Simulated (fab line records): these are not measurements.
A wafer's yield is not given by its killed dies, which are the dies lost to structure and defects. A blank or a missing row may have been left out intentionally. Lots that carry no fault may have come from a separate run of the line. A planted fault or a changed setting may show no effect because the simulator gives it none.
Which tool is to blame? ; flow gf180mcu ; 24 lots, 72 wafers sampled, at 4 steps of a route of 602

WHAT THE GAUGES SHOWED, per wafer
GF_M2_RS_MEAS_05: measures by four-point-probe. Usual: for M2_ALCU_RS the level is 0.0695 ohm/sq and the standard deviation is 0.00082.
lot;measured;on;M2_ALCU_RS (ohm/sq);flag
L074;day 18 05:06;film_metro-03;0.0694 0.0686 0.0682;
L075;day 18 09:22;film_metro-02;0.0705 0.0695 0.0708;
L076;day 18 15:29;film_metro-03;0.0692 0.0695 0.0695;
L077;day 19 07:55;film_metro-03;0.0691 0.0697 0.0690;
L078;day 19 20:39;film_metro-01;0.0688 0.0693 0.0692;
L079;day 20 03:51;film_metro-02;0.0702 0.0700 0.0702;
L080;day 20 08:58;film_metro-03;0.0695 0.0691 0.0695;
L081;day 21 07:46;film_metro-01;0.0692 0.0689 0.0686;
L082;day 21 08:16;film_metro-01;0.0692 0.0711 0.0703;
L083;day 21 15:46;film_metro-02;0.0689 0.0703 0.0693;
L084;day 22 02:03;film_metro-01;0.0685 0.0691 0.0689;
L085;day 22 12:14;film_metro-01;0.0711 0.0693 0.0708;
L086;day 22 18:49;film_metro-03;0.0699 0.0694 0.0698;
L087;day 23 02:37;film_metro-01;0.0698 0.0693 0.0689;
L088;day 23 08:41;film_metro-01;0.0705 0.0708 0.0685;
L089;day 23 13:14;film_metro-03;0.0680 0.0689 0.0689;
L090;day 23 23:42;film_metro-01;0.0698 0.0691 0.0710;
L091;day 24 10:20;film_metro-02;0.0688 0.0698 0.0697;
L092;day 25 05:58;film_metro-03;0.0707 0.0722 0.0716;
L093;day 25 15:26;film_metro-02;0.0681 0.0688 0.0684;
L094;day 25 17:28;film_metro-03;0.0698 0.0691 0.0679;
L095;day 25 21:28;film_metro-03;0.0689 0.0696 0.0706;
L096;day 26 02:01;film_metro-01;0.0699 0.0701 0.0685;
L097;day 26 07:15;film_metro-03;0.0697 0.0697 0.0687;

GF_M2_CD_MEAS_14: target cd 280 nm. Usual: 279.9 nm for cd_nm, sd 1.2.
lot;measured;on;cd_nm (nm);flag
L074;day 19 05:16;cd_sem-01;279.0 278.2 278.6;
L075;day 19 08:52;cd_sem-01;278.2 280.4 278.5;
L076;day 19 15:30;cd_sem-02;281.0 282.3 281.6;
L077;day 20 08:27;cd_sem-01;280.9 279.4 280.0;
L078;day 20 20:58;cd_sem-01;280.3 277.8 279.7;
L079;day 21 05:11;cd_sem-02;280.3 280.5 280.2;
L080;day 21 09:38;cd_sem-01;280.6 279.1 279.7;
L081;day 22 07:03;cd_sem-01;281.1 280.6 279.6;
L082;day 22 07:42;cd_sem-02;278.7 278.9 279.9;
L083;day 22 14:49;cd_sem-02;278.7 278.4 279.8;
L084;day 23 00:16;cd_sem-01;279.2 278.6 281.2;
L085;day 23 10:14;cd_sem-01;279.5 278.3 277.7;
L086;day 23 17:17;cd_sem-01;278.6 280.3 279.6;
L087;day 24 01:02;cd_sem-02;280.2 279.1 280.0;
L088;day 24 06:43;cd_sem-02;280.2 280.3 280.6;
L089;day 24 11:14;cd_sem-01;281.1 281.6 282.3;
L090;day 24 20:19;cd_sem-01;278.3 278.4 279.7;
L091;day 25 07:27;cd_sem-01;281.0 280.6 280.5;
L092;day 26 02:31;cd_sem-01;279.5 280.3 280.1;
L093;day 26 12:13;cd_sem-02;281.6 283.3 282.2;
L094;day 26 14:13;cd_sem-01;280.7 278.9 279.3;
L095;day 26 17:31;cd_sem-02;279.6 279.5 278.8;
L096;day 26 22:42;cd_sem-01;279.7 280.8 281.6;
L097;day 27 03:28;cd_sem-02;281.0 279.9 280.5;

GF_V2_THK_MEAS_01. Usual: for V2_CVD_00_THK the level is 599 nm and the standard deviation is 6.
lot;measured;on;V2_CVD_00_THK (nm);flag
L074;day 19 06:08;film_metro-02;600 594 589;
L075;day 19 09:44;film_metro-01;600 602 591;
L076;day 19 16:43;film_metro-04;587 585 585;
L077;day 20 09:18;film_metro-02;602 602 597;
L078;day 20 21:54;film_metro-02;600 604 603;
L079;day 21 06:02;film_metro-04;598 597 595;
L080;day 21 10:29;film_metro-01;601 607 602;
L081;day 22 07:55;film_metro-02;599 591 603;
L082;day 22 08:34;film_metro-01;594 601 598;
L083;day 22 15:41;film_metro-04;592 583 596;
L084;day 23 01:10;film_metro-04;595 607 597;
L085;day 23 11:06;film_metro-01;589 602 604;
L086;day 23 18:10;film_metro-02;594 601 600;
L087;day 24 01:55;film_metro-04;595 600 593;
L088;day 24 07:37;film_metro-01;601 599 605;
L089;day 24 12:10;film_metro-02;610 600 607;
L090;day 24 21:13;film_metro-04;600 594 606;
L091;day 25 08:18;film_metro-04;595 595 597;
L092;day 26 03:23;film_metro-04;599 600 607;
L093;day 26 13:14;film_metro-01;601 603 592;
L094;day 26 15:06;film_metro-01;595 603 598;
L095;day 26 18:22;film_metro-04;594 599 606;
L096;day 26 23:35;film_metro-01;608 601 603;
L097;day 27 04:20;film_metro-01;593 597 596;

TOOL THAT RAN EACH LOT (tool first, then ch and the chambers of the sampled wafers, then the start)
lot;GF_HV_LDD_STRIP_22
L074;plasma_asher-04 ch 0,1, day 10 20:48
L075;plasma_asher-01 ch 0,1, day 10 22:55
L076;plasma_asher-01 ch 0,1, day 11 03:48
L077;plasma_asher-01 ch 0,1, day 11 15:56
L078;plasma_asher-01 ch 0,1, day 12 03:35
L079;plasma_asher-02 ch 1, day 12 09:36
L080;plasma_asher-02 ch 1, day 12 13:46
L081;plasma_asher-04 ch 0,1, day 13 01:06
L082;plasma_asher-01 ch 0,1, day 13 07:26
L083;plasma_asher-02 ch 0,1, day 13 13:31
L084;plasma_asher-04 ch 1, day 13 22:33
L085;plasma_asher-04 ch 0,1, day 14 06:43
L086;plasma_asher-01 ch 0, day 14 11:58
L087;plasma_asher-04 ch 0,1, day 14 20:12
L088;plasma_asher-02 ch 0,1, day 15 01:58
L089;plasma_asher-01 ch 0,1, day 15 08:25
L090;plasma_asher-02 ch 0,1, day 15 17:34
L091;plasma_asher-04 ch 0,1, day 16 02:26
L092;plasma_asher-04 ch 0,1, day 17 00:07
L093;plasma_asher-01 ch 0,1, day 17 09:19
L094;plasma_asher-04 ch 0,1, day 17 13:49
L095;plasma_asher-02 ch 0,1, day 17 17:00
L096;plasma_asher-04 ch 0,1, day 17 21:52
L097;plasma_asher-01 ch 0,1, day 18 06:02
- GF_HV_LDD_STRIP_22: strips in O2/N2.

AS READ BY THE TOOLS THEMSELVES (means over the sampled wafers that have a number; for cases with no such wafer, the mark the record gives instead)
GF_HV_LDD_STRIP_22. Usual: drypump_motor_current_A 5.55 A, standard deviation 0.27; heater_power_w 348 W, standard deviation 30; oes_product_au 0.716 a.u., standard deviation 0.0045; strip_time_to_endpoint_s 12.61 s, standard deviation 0.039.
lot;tool;drypump_motor_current_A (A);heater_power_w (W);oes_product_au (a.u.);strip_time_to_endpoint_s (s);flag
L074;plasma_asher-04;5.62;321;0.719;12.63;
L075;plasma_asher-01;5.76;380;0.718;12.56;
L076;plasma_asher-01;5.65;376;0.711;12.60;
L077;plasma_asher-01;5.64;379;0.719;12.64;
L078;plasma_asher-01;5.64;374;0.718;12.63;
L079;plasma_asher-02;5.02;308;0.716;12.52;
L080;plasma_asher-02;5.01;311;0.719;12.64;
L081;plasma_asher-04;5.63;325;0.720;12.63;
L082;plasma_asher-01;5.64;377;0.720;12.59;
L083;plasma_asher-02;5.20;329;0.714;12.59;
L084;plasma_asher-04;5.76;317;0.713;12.63;
L085;plasma_asher-04;5.48;324;0.716;12.64;
L086;plasma_asher-01;5.88;391;0.714;12.64;
L087;plasma_asher-04;5.49;326;0.714;12.57;
L088;plasma_asher-02;5.40;345;0.720;12.61;
L089;plasma_asher-01;5.77;386;0.716;12.59;
L090;plasma_asher-02;5.21;329;0.720;12.61;
L091;plasma_asher-04;5.62;324;0.719;12.58;
L092;plasma_asher-04;5.50;320;0.714;12.65;
L093;plasma_asher-01;5.65;372;0.717;12.56;
L094;plasma_asher-04;5.47;318;0.712;12.62;
L095;plasma_asher-02;5.21;331;0.717;12.64;
L096;plasma_asher-04;5.63;322;0.717;12.67;
L097;plasma_asher-01;5.75;380;0.715;12.58;

THE ANSWER, worked out from the rows above alone
Rule: a lot counts as off when the mean over its wafers that have a number is more than 3 standard deviations away from the usual mean. A lot without any number at a reading at which 4 lots or more have one is off too. Any other lot the step has rows for is counted as sound. First the gauges in route order, then the tools' own readings, where a lot's mean is used as printed above. At the first step where some lot is off, the reading lying furthest off is the one used; lots without a number count as furthest.
None of the lots is off at any reading shown; this tells nothing.

WHAT WAS PUT IN BY THE SIMULATOR
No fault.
